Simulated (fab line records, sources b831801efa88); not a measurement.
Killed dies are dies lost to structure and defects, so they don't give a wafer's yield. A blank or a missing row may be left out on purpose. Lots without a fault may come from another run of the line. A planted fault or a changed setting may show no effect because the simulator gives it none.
Tool commonality check | flow sky130 | 14 lots, 48 wafers sampled

WHY IT WAS OPENED
At SKY_NWELL_RS_MEAS_29 the reading NWELL_RS is flagged on 2 of 14 lots. Wafers without a fault read 624.5 ohm/sq, standard deviation 1.7.
Rule: a lot is flagged when every wafer of it that has a number lies more than 4 standard deviations from that mean, or none has a number. The other lots count as sound.

lot  | measured     | on            | NWELL_RS (ohm/sq), wafer by wafer   | flag
L762 | day 5 07:15  | film_metro-01 | 624.9 621.8 625.1                   |
L763 | day 5 17:29  | film_metro-04 | 627.9 624.6 625.0                   |
L764 | day 5 21:16  | film_metro-01 | 624.6 625.2 621.9                   |
L766 | day 6 09:05  | film_metro-01 | 626.6 625.7 626.6                   |
L767 | day 6 14:14  | film_metro-01 | 623.8 623.5 625.0                   |
L771 | day 7 13:17  | film_metro-03 | 623.3 623.6 625.1                   |
L772 | day 7 20:41  | film_metro-01 | 601.0 600.6 600.0 600.1 601.2 600.8 | FLAGGED
L775 | day 8 15:14  | film_metro-03 | 623.9 625.4 625.6                   |
L777 | day 9 04:38  | film_metro-01 | 601.5 600.8 601.9 600.8 599.9 600.9 | FLAGGED
L781 | day 10 03:45 | film_metro-04 | 622.2 622.5 621.2                   |
L782 | day 10 09:25 | film_metro-01 | 622.0 624.1 623.2                   |
L783 | day 10 13:31 | film_metro-01 | 627.2 628.0 625.8                   |
L784 | day 10 22:57 | film_metro-03 | 626.3 624.7 625.8                   |
L785 | day 11 06:19 | film_metro-01 | 627.6 626.8 627.0                   |
The numbers of the flagged lots are 600.8 ohm/sq on average: -23.7 ohm/sq against the usual, or -14 standard deviations.

WHICH TOOL RAN EACH LOT
The record holds 1 process step before the reading, out of a route of 708 steps. In each cell: the tool, then ch and the chambers that the sampled wafers went through, then the start.
lot  | flag    | SKY_NWELL_IMPLANT_11
L762 |         | implanter-04 ch 0, day 4 12:59
L763 |         | implanter-03 ch 0, day 4 23:10
L764 |         | implanter-02 ch 0, day 5 02:32
L766 |         | implanter-02 ch 0, day 5 13:59
L767 |         | implanter-03 ch 0, day 5 17:44
L771 |         | implanter-02 ch 0, day 6 15:50
L772 | FLAGGED | implanter-02 ch 0, day 6 23:20
L775 |         | implanter-04 ch 0, day 7 17:46
L777 | FLAGGED | implanter-02 ch 0, day 8 06:55
L781 |         | implanter-04 ch 0, day 9 04:55
L782 |         | implanter-04 ch 0, day 9 09:51
L783 |         | implanter-04 ch 0, day 9 14:11
L784 |         | implanter-04 ch 0, day 9 23:14
L785 |         | implanter-03 ch 0, day 10 06:59
What these steps do:
- SKY_NWELL_IMPLANT_11
- SKY_NWELL_RS_MEAS_29: measures by four-point-probe.

FLAGGED OVER TOTAL, TOOL BY TOOL (the gauges that took the reading come last)
step                 | tool          | lots run | flagged | share of the flagged lots | sound lots run after its first flagged lot
SKY_NWELL_IMPLANT_11 | implanter-02  | 5        | 2       | all                       | 0
SKY_NWELL_IMPLANT_11 | implanter-03  | 3        | 0       | none                      | -
SKY_NWELL_IMPLANT_11 | implanter-04  | 6        | 0       | none                      | -
SKY_NWELL_RS_MEAS_29 | film_metro-01 | 9        | 2       | all                       | 3 (L782,L783,L785)
SKY_NWELL_RS_MEAS_29 | film_metro-03 | 3        | 0       | none                      | -
SKY_NWELL_RS_MEAS_29 | film_metro-04 | 2        | 0       | none                      | -

WHAT THE TABLE ALLOWS
2 rows of the table ran every flagged lot: implanter-02 at SKY_NWELL_IMPLANT_11, film_metro-01 at SKY_NWELL_RS_MEAS_29.
- implanter-02 at SKY_NWELL_IMPLANT_11: 2 of its 5 lots flagged. Its last sound lot is L771 (day 6 15:50), its first flagged lot L772 (day 6 23:20): a fault that began between those two fits. Its own readings lie more than 4 standard deviations out on every wafer of the flagged lots: dose_ions_cm2.
- film_metro-01 at SKY_NWELL_RS_MEAS_29: 2 of its 9 lots flagged. Sound lots ran on it after the first flagged one (L782, L783, L785), which a lasting fault on the whole tool wouldn't allow.
One tool is left: implanter-02 at SKY_NWELL_IMPLANT_11.

WHAT THE SIMULATOR HAD PUT IN
Process parameter drift: implanter-02, from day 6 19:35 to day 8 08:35, at SKY_NWELL_IMPLANT_11. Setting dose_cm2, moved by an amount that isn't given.
Lots struck among those shown: L772, L777. The rule above found the same.
